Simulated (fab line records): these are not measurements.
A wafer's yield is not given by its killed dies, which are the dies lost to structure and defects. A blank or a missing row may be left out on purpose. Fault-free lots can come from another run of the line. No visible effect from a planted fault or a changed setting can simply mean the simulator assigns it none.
2 desks, one fault -- flow sky130 -- what lay behind the numbers comes last; until then each desk has only its own

== DESK OF THE TOOL OWNER: litho-track-04 ==
The tool's own readings at SKY_VT_ADJUST_LVTN_PEB_05, given as means over the sampled wafers that have a number, one for each lot that went through this tool. If a lot's mean is further than 4 standard deviations from the usual mean, the lot is out of limits and carries the mark OUT (the distance appears in the brackets).
Columns: A = chill-plate-temp-C at SKY_VT_ADJUST_LVTN_PEB_05, usual 23.00 C; B = exhaust-pa at SKY_VT_ADJUST_LVTN_PEB_05, usual 45.0 Pa; C = resist-line-temp-C at SKY_VT_ADJUST_LVTN_PEB_05, usual 23.00 C
lot,first seen here,A,B,C
L376,day 8 11:00,23.11,45.6,22.97
L393,day 13 04:00,22.89,45.8,23.00
This desk's verdict: no lot among the 2 shows anything out of limits.

== THE METROLOGY DESK ==
Lot by lot, what the gauges showed, no matter which tool ran the lot: averages of those sampled wafers that carry a number. If a lot's mean is further than 4 standard deviations from the usual mean, the lot is out of limits and carries the mark OUT (the distance appears in the brackets).
Columns: A = PWDE_OVL at SKY_PWDE_OVL_MEAS_07, usual 0.9 nm; B = NWELL_00_OVL at SKY_NWELL_OVL_MEAS_10, usual 0.4 nm
lot,first seen here,A,B
L374,day 4 12:46,0.8,-0.5
L375,day 4 19:08,2.5,-0.3
L376,day 4 23:28,1.0,0.4
L378,day 5 08:09,1.4,0.9
L379,day 5 17:19,0.6,1.6
L380,day 5 20:49,1.1,-0.2
L382,day 6 08:53,0.4,-1.0
L383,day 6 12:31,-0.5,0.1
L384,day 6 19:40,1.4,0.0
L385,day 6 22:28,1.6,0.4
L386,day 7 04:58,-0.4,-0.9
L388,day 7 18:31,0.8,0.8
L393,day 9 05:01,2.3,1.5
L394,day 9 05:27,2.2,2.5
L395,day 9 11:46,-0.2,-0.3
This desk's verdict: no lot among the 15 shows anything out of limits.

== TAKEN TOGETHER ==
The desk of the tool owner found nothing out of limits.
Metrology desk: nothing out of limits seen.

== WHAT THE SIMULATOR PUT IN ==
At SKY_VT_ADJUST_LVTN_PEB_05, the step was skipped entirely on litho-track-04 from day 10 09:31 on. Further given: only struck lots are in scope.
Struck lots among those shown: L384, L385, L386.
